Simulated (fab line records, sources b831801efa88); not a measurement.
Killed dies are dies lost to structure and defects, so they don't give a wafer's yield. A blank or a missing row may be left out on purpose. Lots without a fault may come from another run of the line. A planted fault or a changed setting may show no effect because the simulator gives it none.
Chamber matching | flow sfq_line | SFQ_TRILAYER_I0_CMP_CMP_028 on cmp-01: 4 sister chambers
The step polishes SiO2. 4 wafers are shown with their chamber, then 7 later ones without.

WAFERS WITH THEIR CHAMBER
wafer  | chamber | time_to_endpoint_s (s)
L818.2 | 0       | 212
L818.3 | 1       | 227
L822.2 | 3       | 208
L822.3 | 2       | 209

WAFERS WITHOUT THEIR CHAMBER
wafer  | time_to_endpoint_s (s)
L822.5 | 210
L824.1 | 206
L824.2 | 200
L824.3 | 224
L827.1 | 203
L827.2 | 217
L827.3 | 209

WHICH CHAMBER EACH WENT THROUGH
wafer  | from the rows above               | in truth
L822.5 | can't be placed: 2 or 0 or 3      | 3
L824.1 | can't be placed: 3 or 2 or 0      | 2
L824.2 | can't be placed: 3 or 2 or 0      | 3
L824.3 | 1                                 | 1
L827.1 | can't be placed: 3 or 2 or 0      | 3
L827.2 | can't be placed: 0 or 2 or 3 or 1 | 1
L827.3 | can't be placed: 2 or 3 or 0      | 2
Placed correctly: 1 of 7. Can't be placed from these rows: 6 (the true chamber is among the candidates in 6). Placed wrongly: 0.
How it was worked out, from the rows above alone: a wafer's distance from a chamber is the root of the sum, over the readings, of the square of ((its reading less the chamber's mean) divided by the reading's scatter). The wafer belongs to the nearest chamber; if the next one is less than 2 further off, it can't be placed. A chamber's mean is the mean of its shown wafers. The scatter: with one shown wafer a chamber, the root of the mean of the squares of how far each hidden wafer lies from its nearest shown one.
